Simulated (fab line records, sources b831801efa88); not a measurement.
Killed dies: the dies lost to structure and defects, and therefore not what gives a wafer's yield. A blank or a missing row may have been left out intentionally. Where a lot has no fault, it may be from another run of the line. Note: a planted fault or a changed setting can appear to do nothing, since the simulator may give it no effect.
fab line records    flow sky130
record lots=14  wafers=42  last-day=49
route steps=708 shown LDD_HVN@275
lots that met no fault: taken from a fault-free run of the same line
start-h: start of the lot's first displayed wafer, in hours after the record's first day    wait-h: hours since the lot's step before    " same as the row above    L1.1+2: one row covering several wafers at once    - no value, or no start was given    * or withheld: withheld    < > ~ a bound
route shown NAME@n: a module of which the file shows steps, and the number in the route of the first    usual: the fault-free wafers' mean and standard deviation    same: alike in all rows    chamber/n: place in a boat    sites: each site's reading    _std_site: how widely they spread, as a standard deviation    _edge_site: the outer-site mean with the inner-site mean subtracted    radius-mm: for every site, how far away it sits from the centre of the wafer    mask NAME#n: copy n    behind: the tool/chamber that last shaped the wafer    hold: the reason the lot was held/the length of the hold in hours/how it ended    device: which transistor (n, p or np) failed to switch    end of line: tests run on the same wafers once the route is complete    step lacking rows: just its recipe    killed: the dies lost at the first sort to structure and to defects; this is not the yield of the wafer    map: shows each die of a wafer: x if killed, . if not, _ if none is there
set.NAME: the run value of the setting; set.NAME@STEP: its run value at that earlier step    model.NAME: the simulator's own value behind a step, which no gauge read
the route's steps for a sample of lots (tables are steps, rows are wafers)
services: from which hour (start-h, from the record's first day; less than 0 if before it) a tool's chamber was out of use, for how many hours, and why
## steps
# step SKY_LDD_HVN_IMPLANT_08
# recipe species=P  energy-kev=60  dose-cm2=3e+13  tilt-deg=40
# usual dose-ions-cm2=2.999e+13/3.1e+10  end-station-pressure-torr=5.11e-06/2.8e-07  faraday-current-uA=169/3.5
lot.wafer  tool          chamber  start-h  wait-h  dose-ions-cm2  end-station-pressure-torr  faraday-current-uA
L397.2     implanter-03  0        477.55   0.0     2.995e+13      5.15e-06                   168
L397.3     "             0        "        "       3.002e+13      5.03e-06                   165
L397.4     "             0        "        "       3e+13          5.26e-06                   171
L398.1     implanter-02  0        485.77   0.4     3e+13          5e-06                      170
L398.2     "             0        "        "       2.999e+13      5.01e-06                   172
L398.3     "             0        "        "       2.999e+13      5.28e-06                   166
L399.2     implanter-01  0        495.15   0.0     3.001e+13      5.68e-06                   168
L399.3     "             0        "        "       3.004e+13      5.69e-06                   176
L399.6     "             0        "        "       3.004e+13      5.24e-06                   168
L401.1     implanter-02  0        507.17   0.0     2.998e+13      4.54e-06                   163
L401.2     "             0        "        "       2.997e+13      5.09e-06                   176
L401.4     "             0        "        "       3.002e+13      5.57e-06                   169
L403.3     implanter-03  0        546.96   0.1     3.003e+13      5.44e-06                   162
L403.5     "             0        "        "       3e+13          4.73e-06                   171
L403.6     "             0        "        "       3.007e+13      4.88e-06                   168
L407.3     implanter-02  0        559.02   0.1     3e+13          4.99e-06                   172
L407.4     "             0        "        "       3.002e+13      4.69e-06                   165
L407.5     "             0        "        "       3.001e+13      5.49e-06                   165
L406.3     implanter-02  0        562.11   0.1     3e+13          5.24e-06                   173
L406.5     "             0        "        "       2.999e+13      5.05e-06                   168
L406.6     "             0        "        "       3.001e+13      5.22e-06                   170
L408.4     implanter-03  0        568.34   0.1     2.996e+13      4.89e-06                   166
L408.5     "             0        "        "       2.998e+13      4.75e-06                   176
L408.6     "             0        "        "       2.995e+13      4.28e-06                   163
L409.3     implanter-03  0        576.12   0.1     2.999e+13      5.34e-06                   166
L409.5     "             0        "        "       2.997e+13      5.25e-06                   165
L409.6     "             0        "        "       3e+13          4.94e-06                   167
L410.1     implanter-03  0        591.81   0.0     2.545e+13      5.47e-06                   145
L410.2     "             0        "        "       2.543e+13      4.67e-06                   139
L410.6     "             0        "        "       2.55e+13       5.27e-06                   147
L411.1     implanter-03  0        595.61   0.0     2.546e+13      5.05e-06                   147
L411.4     "             0        "        "       2.546e+13      5e-06                      143
L411.6     "             0        "        "       2.548e+13      5.24e-06                   142
L412.1     implanter-02  0        609.12   0.0     3.002e+13      5.27e-06                   166
L412.4     "             0        "        "       2.998e+13      4.95e-06                   165
L412.6     "             0        "        "       2.997e+13      4.99e-06                   173
L413.1     implanter-02  0        610.86   0.0     2.998e+13      5.52e-06                   165
L413.5     "             0        "        "       3.002e+13      4.86e-06                   171
L413.6     "             0        "        "       2.995e+13      5.09e-06                   162
L415.1     implanter-02  0        626.37   0.0     2.995e+13      5.07e-06                   169
L415.2     "             0        "        "       2.997e+13      4.84e-06                   170
L415.6     "             0        "        "       2.999e+13      5.03e-06                   168
# step SKY_LDD_HVN_TW_MEAS_10
# usual LDD_HVN_TW=1439/8.9
lot.wafer  tool           chamber  start-h  wait-h  LDD_HVN_TW
L397.2     film-metro-01  -        477.78   0.1     1442
L397.3     "              -        "        "       1448
L397.4     "              -        "        "       1443
L398.1     film-metro-01  -        486.02   0.1     1444
L398.2     "              -        "        "       1445
L398.3     "              -        "        "       1445
L399.2     film-metro-02  -        495.38   0.1     1438
L399.3     "              -        "        "       1440
L399.6     "              -        "        "       1449
L401.1     film-metro-02  -        507.42   0.1     1439
L401.2     "              -        "        "       1443
L401.4     "              -        "        "       1433
L403.3     film-metro-01  -        547.18   0.1     1445
L403.5     "              -        "        "       1452
L403.6     "              -        "        "       1455
L407.3     film-metro-02  -        559.24   0.1     1421
L407.4     "              -        "        "       1420
L407.5     "              -        "        "       1421
L406.3     film-metro-03  -        562.33   0.1     1434
L406.5     "              -        "        "       1438
L406.6     "              -        "        "       1434
L408.4     film-metro-01  -        568.54   0.1     1440
L408.5     "              -        "        "       1441
L408.6     "              -        "        "       1429
L409.3     film-metro-01  -        576.34   0.1     1443
L409.5     "              -        "        "       1445
L409.6     "              -        "        "       1438
L410.1     film-metro-03  -        592.06   0.1     1366
L410.2     "              -        "        "       1369
L410.6     "              -        "        "       1364
L411.1     film-metro-01  -        595.86   0.1     1374
L411.4     "              -        "        "       1368
L411.6     "              -        "        "       1375
L412.1     film-metro-01  -        609.37   0.1     1444
L412.4     "              -        "        "       1431
L412.6     "              -        "        "       1446
L413.1     film-metro-01  -        611.11   0.1     1446
L413.5     "              -        "        "       1436
L413.6     "              -        "        "       1442
L415.1     film-metro-03  -        626.62   0.1     1433
L415.2     "              -        "        "       1434
L415.6     "              -        "        "       1436
## services
tool          chamber  start-h  hours  kind
implanter-03  -        479.74   6.4    pm
implanter-01  -        485.16   9.9    pm
implanter-03  -        518.11   3.1    repair
implanter-03  -        601.23   0.6    repair
implanter-03  -        603.69   23.2   pm
implanter-01  -        622.01   5.2    repair
## key
first-sign step=SKY_LDD_HVN_IMPLANT_08  reading=dose-ions-cm2  direction=down  sigmas=99+  usual=*  struck=*
effect step=SKY_LDD_HVN_IMPLANT_08  reading=faraday-current-uA  direction=down  sigmas=7.2  usual=169  struck=144
effect step=SKY_LDD_HVN_TW_MEAS_10  reading=LDD_HVN_TW  direction=down  sigmas=7.8  usual=1439  struck=1369
met-at SKY_LDD_HVN_IMPLANT_08
struck-lots L410,L411
tester-left-out L410,L411
onset-between 576.12 591.81
fault kind=process-parameter-drift  tool=implanter-03  chamber=-  onset-h=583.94  steps=SKY_LDD_HVN_IMPLANT_08  channel=dose-cm2  offset=*  shape=step  end-h=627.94  acts-in=*  stated=*
# tester-left-out: of these lots the tester's yield and bins aren't shown, on N5 and GAA mostly nor the transistor test; their killed dies are dies lost to structure and defects alone, not to doping, threshold or leakage, so they don't give the yield
